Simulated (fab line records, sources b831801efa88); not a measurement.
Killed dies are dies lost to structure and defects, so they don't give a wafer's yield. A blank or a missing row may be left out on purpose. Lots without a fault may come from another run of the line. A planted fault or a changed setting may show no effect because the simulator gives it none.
Problem report in the 8D (eight disciplines) form, filled by code | flow sfq_line | the parts of the form that need people (team, actions taken, sign-off) are left out

1. THE PROBLEM
run_length_s at SFQ_TRILAYER_I2_VIA_BARC_OPEN_VIA_ETCH_096 reads a mean of 97.2 s on 6 wafers of 2 lots; wafers without a fault read 70.1 s with a standard deviation of 0.36. That is +75 standard deviations from the usual mean.
The step: etches BARC in O2, target depth 125 nm, time 41.7 s.
First seen on wafer L889.1, day 28 01:00, on rie_diel-04. The record holds 18 wafers of 6 lots with a number at this step. Rule for "out", or "out of limits": more than 4 standard deviations from the usual mean. The other wafers with a number count as sound.

2. WHAT IT IS AND WHAT IT IS NOT
question                    | is                           | is not
which readings at this step | run_length_s, oes_product_au | chamber_pressure_mTorr, drypump_motor_current_A
which lots                  | L889, L890                   | L877, L894, L895, L897
which wafers of those lots  | all that have a number       | -
read on which tools         | rie_diel-04                  | rie_diel-01, rie_diel-02
when                        | from day 28 01:00            | up to then (3 sound wafers); but 9 sound wafers of L894, L895, L897 came after

3. SUSPECTS, AND WHAT RULES EACH OUT
Counting: a tool at a process step up to the reading stays a suspect if it ran every lot that is out and no sound lot after the first of them.
- pecvd-03 at SFQ_TRILAYER_I2_DEP_PECVD_063 (deposits SiO2 from SiH4/N2O, time 111.11 s, target thk 500 nm): kept. It ran every lot that is out, first L889 (day 25 01:19), and no sound lot after that; its last sound lot up to then is L877 (day 20 00:08).
- rie_diel-04 at SFQ_TRILAYER_I2_VIA_BARC_OPEN_VIA_ETCH_096 (etches BARC in O2, target depth 125 nm, time 41.7 s): ruled out as a lasting fault. Sound lots L897 ran on it after its first lot that is out, L889 (day 28 01:00).
Left after counting: pecvd-03 at SFQ_TRILAYER_I2_DEP_PECVD_063.

4. THE CAUSE (what the simulator had put in)
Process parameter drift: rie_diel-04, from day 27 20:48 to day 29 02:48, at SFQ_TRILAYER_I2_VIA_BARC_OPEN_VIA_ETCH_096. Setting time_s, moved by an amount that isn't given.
Counting ruled it out, wrongly.

5. THE CHAIN OF EFFECTS, in route order
Each row: a reading whose mean over the struck wafers that have a number lies more than 3 standard deviations from the usual. Only readings for which the record gives a usual standard deviation are gone through. hours: the time from each lot's start at the first step in this table that gives one to its start at this step, as a median over the lots. sigmas: the change in usual standard deviations.
hours | step                                       | reading        | usual      | on struck wafers | change | sigmas
0     | SFQ_TRILAYER_I2_VIA_BARC_OPEN_VIA_ETCH_096 | oes_product_au | 0.685 a.u. | 0.563            | -0.122 | -26
0     | SFQ_TRILAYER_I2_VIA_BARC_OPEN_VIA_ETCH_096 | run_length_s   | 70.1 s     | 97.2             | +27.1  | +75
The process steps in it:
- SFQ_TRILAYER_I2_VIA_BARC_OPEN_VIA_ETCH_096: etches BARC in O2, target depth 125 nm, time 41.7 s.

6. WHAT WOULD HAVE CAUGHT IT SOONER
In this record the first reading out of limits was taken at day 28 01:00, 4 hours after the fault began at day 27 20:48.
